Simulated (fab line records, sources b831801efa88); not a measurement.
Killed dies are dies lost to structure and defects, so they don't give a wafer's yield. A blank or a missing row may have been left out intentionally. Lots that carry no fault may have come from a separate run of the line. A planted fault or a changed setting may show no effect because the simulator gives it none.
Comparing a struck lot with a sound one | flow sky130 | 15 out of 708 route steps
Sound: the wafers L324.1, L324.4, L324.5. Struck: wafer L321.4. (L321.2, L321.5 of the same lot were not struck and are left out.) The cause comes at the end.
Per side, at each step with rows, come the tool, then ch with its chambers, and then its first start. Under that, the readings that differ: sound wafers | struck wafers | difference of the means | sigmas: that difference in standard deviations of wafers without a fault.
alike: words and numbers the same on both sides, and readings whose means are apart by under 2 such deviations; not compared: readings that were withheld, readings missing a value for some wafer, numbers with overlapping values and no deviation given by the record, and bounds like >300 which may hide the same value.
A row with sigmas, a row that says differs or no value, or rows on one side alone: a step with any of these is where the two part. Non-overlapping numbers with no deviation appear without sigmas and do not part them. A reading missing from all wafers of one side parts the sides only when that side holds two or more wafers.

SKY_SD_N_RS_MEAS_16: uses a four-point probe to measure.
  sound on film_metro-02, day 32 10:26; struck on film_metro-02, day 31 16:19
  alike: SD_N_RS
SKY_SD_N_RS_MEAS_17: uses a four-point probe to measure.
  sound on film_metro-02, day 32 10:34; struck on film_metro-02, day 31 16:26
  alike: SD_P_RS
SKY_SD_N_RS_MEAS_18: uses a four-point probe to measure.
  sound on film_metro-02, day 32 10:41; struck on film_metro-02, day 31 16:33
  reading               | sound             | struck | difference | sigmas
  RES_XHIGH_RS (ohm/sq) | 331.4 332.4 332.1 | 334.4  | +2.4       | +2
then, 2 steps without rows for these wafers: SKY_SALICIDE_CLEAN_00 (cleans in HF-last, time 30 s); SKY_LI_CONTACT_HDPCVD_00 (deposits PSG, target thk 930 nm, time 155 s).
SKY_LI_CONTACT_THK_MEAS_01:
  sound on film_metro-03, day 32 10:55; struck on film_metro-03, day 31 16:47
  alike: LI_CONTACT_HDPCVD_THK
SKY_LI_CONTACT_CMP_02: polishes PSG.
  sound on cmp-01 ch 1,2, day 32 10:59; struck on cmp-01 ch 1, day 31 16:50
  alike: motor_current_A, retaining_ring_pressure_frac, slurry_flow_ml_min, time_to_endpoint_s
SKY_LI_CONTACT_BOW_MEAS_03:
  sound on film_metro-01, day 32 11:17; struck on film_metro-03, day 31 17:09
  alike: LI_CONTACT_BOW
then, 4 steps without rows for these wafers: SKY_LI_CONTACT_DEHYDRATE_04 (time 60 s); SKY_LI_CONTACT_HMDS_05 (prime time 60 s); SKY_LI_CONTACT_COAT_06 (resist thk 60 nm); SKY_LI_CONTACT_COAT_07 (resist thk 450 nm).
SKY_LI_CONTACT_SOFTBAKE_08: time 90 s.
  sound on litho_track-04 ch 0, day 33 00:00; struck on litho_track-02 ch 0, day 32 06:00
  reading          | sound                | struck | difference | sigmas
  run_length_s (s) | 119.53 119.71 119.45 | 134.11 | +14.55     | +52
  alike: exhaust_pa
then, 1 step without rows for these wafers: SKY_LI_CONTACT_EXPOSE_09 (exposes mask LICM1, target cd 170 nm).
-- here the record skips 16 days between the struck wafers' starts before and after, leaving off in module LI_CONTACT and picking up in module PAD_OPEN (first step shown: number 708 of the route) --
SKY_PAD_OPEN_PROBE_99:
  sound on prober-02, day 48 23:37; struck on prober-01, day 48 08:45
  reading         | sound | struck | difference | sigmas
  killed_at_other | 0 0 0 | 1      | +1         | +2
  alike: killed_at_M0_to_M3, killed_at_M4_up, killed_at_contacts, killed_at_front_end, killed_dies, killed_open, killed_short

== WHERE THEY PART ==
Last at SKY_PAD_OPEN_PROBE_99 as far as this record goes, first at SKY_SD_N_RS_MEAS_18.

WHY: what had been put in by the simulator
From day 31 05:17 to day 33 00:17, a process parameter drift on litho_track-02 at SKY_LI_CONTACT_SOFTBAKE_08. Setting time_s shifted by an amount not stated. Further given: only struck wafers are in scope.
